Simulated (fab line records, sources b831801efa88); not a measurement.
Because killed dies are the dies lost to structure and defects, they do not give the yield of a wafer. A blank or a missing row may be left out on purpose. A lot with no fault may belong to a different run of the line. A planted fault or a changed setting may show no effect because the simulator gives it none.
Which tool was responsible? | flow sky130 | 18 wafers from 6 lots sampled at 3 of the route's 708 steps

WHAT EACH GAUGE READ, for each wafer
SKY_CONTACT_THK_MEAS_03.
lot  | measured     | on           | CONTACT_HDPCVD_THK (nm)
L299 | day 30 21:07 | filmMetro-04 | 568 563 563
L301 | day 31 15:45 | filmMetro-01 | 570 576 575
L303 | day 32 04:09 | filmMetro-04 | 557 566 567
L315 | day 36 02:47 | filmMetro-04 | 569 569 569
L318 | day 37 02:58 | filmMetro-04 | 572 577 569
L320 | day 37 15:08 | filmMetro-01 | 567 556 566

WHAT TOOL EACH LOT RAN ON (gives the tool, then ch and the chambers of the sampled wafers, and finally the start)
lot  | SKY_POLY_GATE_ETCH_16             | SKY_POLY_GATE_STRIP_18
L299 | rieDiel-03 ch 1,3, day 16 19:46   | plasmaAsher-01 ch 0,1, day 16 19:55
L301 | rieDiel-04 ch 0,2, day 17 17:34   | plasmaAsher-03 ch 0,1, day 17 17:45
L303 | rieDiel-04 ch 0,1, day 18 09:00   | plasmaAsher-03 ch 0,1, day 18 09:09
L315 | rieDiel-04 ch 0,1,3, day 22 20:15 | plasmaAsher-01 ch 0,1, day 22 20:24
L318 | rieDiel-04 ch 2,3, day 24 01:32   | plasmaAsher-02 ch 0,1, day 24 01:43
L320 | rieDiel-03 ch 0,2,3, day 24 14:28 | plasmaAsher-03 ch 0,1, day 24 14:39
- SKY_POLY_GATE_ETCH_16: etches Si3N4 in CH3F/O2, stops on poly-Si, time 147.5 s, target depth 75 nm.
- SKY_POLY_GATE_STRIP_18: strips in O2/N2.

THE ANSWER, worked out from the rows above alone
Rule: the usual values come from the lots themselves. The widest of any qualifying gaps counts: lots, ordered by their means at a reading, are off when they make up no more than a third of the lots, leave a main group of 4 or more, and stand apart from it by 3 or more times the standard deviation of that group's means. Not used: any main group whose means are identical at the precision the tables above print for the reading. Also off: a lot with no number at a reading for which 4 or more lots have one. The other lots that the step has rows for count as sound.
Across all readings shown, no lot is off: no conclusion can be drawn from this.

WHAT THE SIMULATOR HAD PUT IN
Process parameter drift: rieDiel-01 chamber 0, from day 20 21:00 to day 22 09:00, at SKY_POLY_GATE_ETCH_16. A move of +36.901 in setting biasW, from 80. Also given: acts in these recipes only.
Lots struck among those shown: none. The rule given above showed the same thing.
